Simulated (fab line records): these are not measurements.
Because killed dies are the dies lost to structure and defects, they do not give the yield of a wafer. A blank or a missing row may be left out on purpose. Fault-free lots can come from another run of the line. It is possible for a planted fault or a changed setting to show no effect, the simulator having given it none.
2 desks looking at one fault | flow sky130 | what lay behind the numbers comes last; until then each desk has only its own

== DESK OF THE TOOL OWNER: hdpcvd-02 ==
The tool's own readings at SKY_VIA1_HDPCVD_00 (deposits SiO2, target thk 1030 nm, time 171.7 s): means of the sampled wafers that have a number, for each lot that ran on this tool. The brackets show how far a lot's mean lies from the usual mean; more than 4 standard deviations puts the lot out of limits, marked OUT.
Columns: A = run_length_s at SKY_VIA1_HDPCVD_00, usual 199.8 s
lot  | first seen here | A
L357 | day 33 00:29    | 199.8
L361 | day 34 17:18    | 207.4 (+13) OUT
L362 | day 35 00:41    | 204.9 (+8.6) OUT
L363 | day 35 15:17    | 207.7 (+13) OUT
L372 | day 38 13:57    | 199.6
L368 | day 38 21:54    | 199.7
L375 | day 39 00:21    | 200.4
L377 | day 40 10:41    | 199.6
L378 | day 40 14:04    | 199.2
This desk's verdict: out of limits on L361, L362, L363, starting with L361 at day 34 17:18 (run_length_s at SKY_VIA1_HDPCVD_00). Within limits: L357, L372, L368, L375, L377, L378.

== FROM THE METROLOGY DESK ==
What the gauges read, lot by lot, whatever tool the lot ran on: means of the sampled wafers that have a number. The brackets show how far a lot's mean lies from the usual mean; more than 4 standard deviations puts the lot out of limits, marked OUT.
Columns: A = VIA1_HDPCVD_THK at SKY_VIA1_THK_MEAS_01, usual 1028 nm; B = VIA1_BOW at SKY_VIA1_BOW_MEAS_03, usual 79 um
lot  | first seen here | A               | B
L356 | day 31 12:47    | 1042            | 86
L357 | day 33 00:36    | 1028            | 75
L361 | day 34 17:25    | 1060            | 76
L362 | day 35 00:48    | 1064            | 75
L363 | day 35 15:24    | 1070 (+4.2) OUT | 71
L372 | day 38 14:04    | 1030            | 78
L369 | day 38 15:19    | 1019            | 78
L368 | day 38 22:01    | 1019            | 83
L373 | day 38 23:10    | 1031            | 69
L375 | day 39 00:31    | 1019            | 79
L377 | day 40 10:49    | 1044            | 82
L378 | day 40 14:10    | 1034            | 77
This desk finds L363 out of limits, with the earliest case on L363 at day 35 15:24 (VIA1_HDPCVD_THK at SKY_VIA1_THK_MEAS_01). Within limits: L356, L357, L361, L362, L372, L369, L368, L373, L375, L377, L378.

== ALL TOGETHER ==
On L361, L362, L363, at day 34 17:18, an alarm was possible from the tool owner's desk.
Metrology desk: alarm possible at day 35 15:24 on L363.
The metrology desk holds a record of L361, L362, inside its limits.
The lots listed all ran SKY_VIA1_HDPCVD_00 on hdpcvd-02.

== WHAT WAS PUT IN BY THE SIMULATOR ==
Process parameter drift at SKY_VIA1_HDPCVD_00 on hdpcvd-02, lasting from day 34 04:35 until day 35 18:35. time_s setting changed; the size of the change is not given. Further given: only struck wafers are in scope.
Struck lots among those shown: L361, L362, L363.
Delay (hours) between the fault's onset and each desk's first out-of-limits reading: 13 at the tool owner's desk, 35 at the metrology desk.
